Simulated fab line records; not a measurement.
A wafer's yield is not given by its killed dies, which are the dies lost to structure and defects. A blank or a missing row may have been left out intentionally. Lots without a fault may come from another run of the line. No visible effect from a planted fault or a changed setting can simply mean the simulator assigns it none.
fab line records | flow gf180mcu
record: lots: 14 wafers: 41 last-day: 34
route steps=602 shown HV_LDD@208
lots with no fault: from the same line, run without faults
start-h: hours from the record's opening day to when the first of the lot's shown wafers began | wait-h: hours from the lot's prior step to this one | " identical to the entry in the row above | L1.1+2: several wafers, shown together as one row | - no value present, or no start provided | * or withheld: withheld | < > ~ a bound
route shown NAME@n: NAME is a module with steps in the file, n the number in the route of the first one | usual: average and standard deviation across the fault-free wafers | same: alike in all rows | chamber/n: place in a boat | sites: readings site by site | _std_site: standard deviation of those values | _edge_site: the outer-site mean with the inner-site mean subtracted | radius-mm: how far each site lies from the wafer's centre | mask NAME#n: copy n | behind: the tool/chamber that last shaped the wafer | hold: reason for holding the lot/hours on hold/outcome of the hold | device: whichever transistor did not switch (one of n, p or np) | end of line: tests run on the same wafers once the route is complete | a step with no rows: only its recipe | killed: not the wafer's yield, but the dies lost to structure and defects at the first sort | map: the dies of a wafer, with x for killed, . for not killed, _ for no die there
set.NAME: the setting as run; set.NAME@STEP: as run at that earlier step | model.NAME: the simulator's own value behind a step, which no gauge read
steps of the route over a sample of lots; a table a step, a row a wafer
services: the hour from which a tool's chamber was out of use, counted from the record's first day as start-h (under 0 if before that day), plus the number of hours and why
== steps ==
step: GF_HV_LDD_OVL_MEAS_32
usual: HV_LDD_02_OVL: 0.4/1.2
columns lot.wafer tool chamber start-h wait-h HV_LDD_02_OVL[nm]
L314.2 overlay-02 - 252.16 0.1 2.0
L314.5 " - " " 1.4
L315.3 overlay-02 - 257.22 0.1 -1.1
L315.5 " - " " 1.7
L315.6 " - " " 1.1
L318.2 overlay-01 - 282.26 0.1 -0.3
L318.3 " - " " 0.6
L318.5 " - " " 0.6
L320.2 overlay-01 - 298.26 0.1 -0.4
L320.3 " - " " -0.8
L320.5 " - " " 0.1
L321.4 overlay-01 - 312.62 0.1 0.3
L321.5 " - " " 1.0
L321.6 " - " " 1.1
L323.2 overlay-02 - 326.21 0.1 -0.1
L323.4 " - " " 1.4
L323.6 " - " " 1.0
L324.2 overlay-02 - 334.31 0.1 1.0
L324.4 " - " " 0.5
L324.6 " - " " 2.1
L325.1 overlay-01 - 342.95 0.1 -0.8
L325.5 " - " " -0.6
L325.6 " - " " -0.7
L326.3 overlay-01 - 352.91 0.1 0.5
L326.4 " - " " 1.9
L326.5 " - " " 1.7
L327.2 overlay-01 - 354.62 0.1 -0.6
L327.3 " - " " -2.7
L327.4 " - " " 0.4
L330.2 overlay-01 - 377.76 0.1 1.0
L330.3 " - " " -0.1
L330.4 " - " " -0.4
L331.4 overlay-01 - 384.33 0.1 1.4
L331.5 " - " " 2.1
L331.6 " - " " 2.1
L334.3 overlay-01 - 410.98 0.1 2.8
L334.4 " - " " 1.7
L334.6 " - " " 2.7
L336.2 overlay-02 - 436.31 0.1 0.2
L336.3 " - " " 0.8
L336.5 " - " " 0.2
step: GF_HV_LDD_CD_MEAS_46
recipe: target-cd-nm: 400
usual: cd-nm: 399.5/2.1
columns lot.wafer tool chamber start-h wait-h cd-nm
L314.2 cd-sem-01 - 271.97 0.1 396.9
L314.5 " - " " 397.9
L315.3 cd-sem-01 - 276.84 0.1 404.7
L315.5 " - " " 402.6
L315.6 " - " " 402.2
L318.2 cd-sem-01 - 303.31 0.1 400.6
L318.3 " - " " 400.6
L318.5 " - " " 401.2
L320.2 cd-sem-01 - 319.81 0.3 399.8
L320.3 " - " " 399.6
L320.5 " - " " 398.2
L321.4 cd-sem-02 - 333.94 0.1 398.4
L321.5 " - " " 397.7
L321.6 " - " " 397.7
L323.2 cd-sem-01 - 347.60 0.1 399.7
L323.4 " - " " 401.1
L323.6 " - " " 400.5
L324.2 cd-sem-02 - 355.80 0.1 397.5
L324.4 " - " " 399.1
L324.6 " - " " 397.4
L325.1 cd-sem-02 - 364.33 0.1 400.1
L325.5 " - " " 402.8
L325.6 " - " " 402.1
L326.3 cd-sem-01 - 374.32 0.1 396.1
L326.4 " - " " 395.6
L326.5 " - " " 397.7
L327.2 cd-sem-02 - 376.20 0.1 398.1
L327.3 " - " " 397.8
L327.4 " - " " 397.9
L330.2 cd-sem-01 - 400.00 0.1 403.0
L330.3 " - " " 402.7
L330.4 " - " " 401.8
L331.4 cd-sem-01 - 406.35 0.1 401.3
L331.5 " - " " 400.1
L331.6 " - " " 399.7
L334.3 cd-sem-01 - 435.22 0.1 399.9
L334.4 " - " " 397.6
L334.6 " - " " 399.1
L336.2 cd-sem-01 - 460.85 0.1 403.8
L336.3 " - " " 404.9
L336.5 " - " " 403.8
step: GF_HV_LDD_IMPLANT_48
recipe: species: B energy-kev: 24.65 dose-cm2: 3e+13 tilt-deg: 7
usual: tilt-deg: 6.997/0.018
same: implant-ion-amu: 11
columns lot.wafer tool chamber start-h wait-h tilt-deg
L314.2 implanter-01 0 272.13 0.0 6.981
L314.5 " 0 " " 6.958
L315.3 implanter-03 0 277.00 0.1 6.989
L315.5 " 0 " " 6.993
L315.6 " 0 " " 6.978
L318.2 implanter-04 0 303.47 0.0 7.001
L318.3 " 0 " " 6.980
L318.5 " 0 " " 6.977
L320.2 implanter-03 0 319.97 0.0 7.000
L320.3 " 0 " " 6.991
L320.5 " 0 " " 6.980
L321.4 implanter-01 0 334.11 0.1 6.999
L321.5 " 0 " " 6.981
L321.6 " 0 " " 6.977
L323.2 implanter-01 0 347.76 0.0 6.980
L323.4 " 0 " " 6.970
L323.6 " 0 " " 6.991
L324.2 implanter-04 0 355.96 0.0 6.984
L324.4 " 0 " " 6.994
L324.6 " 0 " " 7.003
L325.1 implanter-04 0 364.49 0.0 7.008
L325.5 " 0 " " 7.003
L325.6 " 0 " " 6.982
L326.3 implanter-03 0 374.49 0.1 7.007
L326.4 " 0 " " 6.976
L326.5 " 0 " " 6.988
L327.2 implanter-01 0 376.36 0.0 6.993
L327.3 " 0 " " 7.020
L327.4 " 0 " " 6.985
L330.2 implanter-04 0 400.16 0.0 6.984
L330.3 " 0 " " 6.981
L330.4 " 0 " " 7.002
L331.4 implanter-04 0 406.53 0.1 7.019
L331.5 " 0 " " 6.996
L331.6 " 0 " " 6.996
L331.4 implanter-04 0 407.08 0.5 7.001
L331.5 " 0 " " 7.016
L331.6 " 0 " " 6.996
L334.3 implanter-01 0 435.39 0.1 7.018
L334.4 " 0 " " 7.032
L334.6 " 0 " " 7.032
L334.3 implanter-01 0 435.70 0.3 6.979
L334.4 " 0 " " 7.010
L334.6 " 0 " " 7.001
L336.2 implanter-04 0 461.01 0.0 6.984
L336.3 " 0 " " 6.995
L336.5 " 0 " " 7.005
L336.2 implanter-04 0 461.33 0.3 7.011
L336.3 " 0 " " 6.995
L336.5 " 0 " " 7.013
step: GF_HV_LDD_TW_MEAS_50
usual: HV_LDD_4_TW: 567/5.8
columns lot.wafer tool chamber start-h wait-h HV_LDD_4_TW
L314.2 film-metro-01 - 272.36 0.1 573
L314.5 " - " " 574
L315.3 film-metro-03 - 277.22 0.1 559
L315.5 " - " " 562
L315.6 " - " " 561
L318.2 film-metro-04 - 303.72 0.1 569
L318.3 " - " " 570
L318.5 " - " " 569
L320.2 film-metro-01 - 320.21 0.1 573
L320.3 " - " " 571
L320.5 " - " " 569
L321.4 film-metro-01 - 334.32 0.1 574
L321.5 " - " " 572
L321.6 " - " " 573
L323.2 film-metro-04 - 348.00 0.1 567
L323.4 " - " " 566
L323.6 " - " " 568
L324.2 film-metro-03 - 356.20 0.1 559
L324.4 " - " " 562
L324.6 " - " " 560
L325.1 film-metro-03 - 364.74 0.1 560
L325.5 " - " " 558
L325.6 " - " " 558
L326.3 film-metro-03 - 374.71 0.1 557
L326.4 " - " " 557
L326.5 " - " " 555
L327.2 film-metro-04 - 376.60 0.1 569
L327.3 " - " " 566
L327.4 " - " " 571
L330.2 film-metro-04 - 400.40 0.1 568
L330.3 " - " " 565
L330.4 " - " " 567
L331.4 film-metro-01 - 407.28 0.1 709
L331.5 " - " " 708
L331.6 " - " " 709
L334.3 film-metro-01 - 435.92 0.1 707
L334.4 " - " " 714
L334.6 " - " " 710
L336.2 film-metro-01 - 461.56 0.1 711
L336.3 " - " " 714
L336.5 " - " " 711
step: GF_HV_LDD_ETCHBACK_58
recipe: chemistry: CH3F/O2 target: Si3N4 stop-on: SiO2 source-w: 400 bias-w: 80 pressure-mtorr: 25 ch3f-flow-sccm: 40 O2_flow_sccm: 30 time-s: 100 target-depth-a: 900
usual: drypump-motor-current-A: 5.6/0.42 oes-product-au: 0.845/0.0063 throttle-valve-pct: 10.562/0.0075
columns lot.wafer tool chamber start-h wait-h drypump-motor-current-A oes-product-au rf-hours-counter-h throttle-valve-pct
L314.2 rie-diel-04 3 275.23 0.0 5.8 0.850 67 10.563
L314.5 " 3 " " 5.8 0.842 - 10.570
L315.3 rie-diel-04 3 280.09 0.0 5.8 0.851 67 10.559
L315.5 " 3 " " 5.8 0.849 - 10.556
L315.6 " 2 " " 6.0 0.847 - 10.577
L318.2 rie-diel-04 0 306.62 0.0 6.1 0.843 7 10.557
L318.3 " 2 " " 6.1 0.840 5 10.559
L318.5 " 2 " " 6.0 0.842 - 10.560
L320.2 rie-diel-01 2 323.06 0.0 6.3 0.852 84 10.557
L320.3 " 1 " " 5.4 0.850 58 10.553
L320.5 " 2 " " 6.3 0.844 - 10.559
L321.4 rie-diel-04 0 337.15 0.0 6.0 0.839 8 10.546
L321.5 " 3 " " 5.8 0.843 - 10.571
L321.6 " 2 " " 6.0 0.843 - 10.554
L323.2 rie-diel-04 2 350.85 0.0 6.0 0.852 7 10.553
L323.4 " 3 " " 5.8 0.845 69 10.547
L323.6 " 3 " " 5.9 0.845 - 10.569
L324.2 rie-diel-03 3 359.05 0.0 5.6 0.840 95 10.566
L324.4 " 2 " " 4.9 0.841 82 10.555
L324.6 " 3 " " 5.6 0.843 - 10.556
L325.1 rie-diel-03 1 367.60 0.1 5.0 0.834 62 10.575
L325.5 " 0 " " 5.8 0.834 - 10.555
L325.6 " 1 " " 5.0 0.844 - 10.561
L326.3 rie-diel-03 3 377.55 0.0 5.7 0.845 95 10.555
L326.4 " 2 " " 4.9 0.835 - 10.569
L326.5 " 3 " " 5.7 0.842 - 10.557
L327.2 rie-diel-03 2 379.45 0.0 4.9 0.854 82 10.561
L327.3 " 3 " " 5.6 0.852 95 10.562
L327.4 " 2 " " 4.9 0.846 - 10.557
L330.2 rie-diel-01 1 403.25 0.0 5.4 0.848 60 10.552
L330.3 " 2 " " 6.3 0.857 85 10.562
L330.4 " 3 " " 5.3 0.852 62 10.565
L331.4 rie-diel-03 3 411.35 0.0 5.6 0.849 96 10.546
L331.5 " 2 " " 4.9 0.849 - 10.554
L331.6 " 1 " " 5.0 0.849 - 10.578
L334.3 rie-diel-01 3 438.80 0.0 5.3 0.851 63 10.573
L334.4 " 0 " " 5.5 0.845 97 10.555
L334.6 " 3 " " 5.3 0.844 - 10.555
L336.2 rie-diel-04 1 465.58 0.0 6.0 0.846 88 10.556
L336.3 " 0 " " 6.1 0.845 12 10.558
L336.5 " 1 " " 6.1 0.837 - 10.567
== services ==
columns tool chamber start-h hours kind
rie-diel-03 3 259.27 3.9 repair
rie-diel-03 1 270.17 8.8 repair
rie-diel-01 0 276.94 46.2 repair
rie-diel-03 - 283.13 1.0 repair
rie-diel-04 1 283.78 7.0 repair
implanter-01 - 290.24 1.9 repair
implanter-03 - 295.07 2.5 repair
rie-diel-03 - 295.31 4.0 repair
rie-diel-04 3 310.95 3.4 repair
implanter-03 - 327.27 18.4 pm
rie-diel-03 3 345.51 8.0 repair
implanter-03 - 345.71 5.2 pm
rie-diel-04 0 349.53 1.3 repair
implanter-01 - 350.48 1.6 pm
rie-diel-01 - 355.93 0.6 repair
rie-diel-03 0 377.07 10.1 repair
rie-diel-01 1 381.47 10.8 repair
rie-diel-04 0 398.57 6.4 repair
implanter-03 - 406.37 10.6 repair
rie-diel-03 3 412.94 2.1 repair
implanter-01 - 424.99 3.0 repair
rie-diel-04 1 426.75 5.5 repair
rie-diel-03 2 433.93 12.2 repair
implanter-01 - 465.56 3.4 repair
== key ==
first-sign: step: GF_HV_LDD_IMPLANT_48 reading: visit direction: added
effect: step: GF_HV_LDD_TW_MEAS_50 reading: HV_LDD_4_TW direction: up sigmas: 25 usual: 567 struck: 710
met-at GF_HV_LDD_IMPLANT_48
struck-lots L331,L334,L336
tester-left-out L331,L334,L336
not-acting-at GF_HV_LDD_OVL_MEAS_32,GF_HV_LDD_CD_MEAS_46,GF_HV_LDD_ETCHBACK_58
fault: kind: repeated-step-whole tool: implanter-01,implanter-03,implanter-04 chamber: - onset-h: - steps: GF_HV_LDD_IMPLANT_48 times: 1 scope: struck-lots-only
tester-left-out: of these lots the tester's yield and bins aren't shown, on N5 and GAA mostly nor the transistor test; their killed dies are dies lost to structure and defects alone, not to doping, threshold or leakage, so they don't give the yield
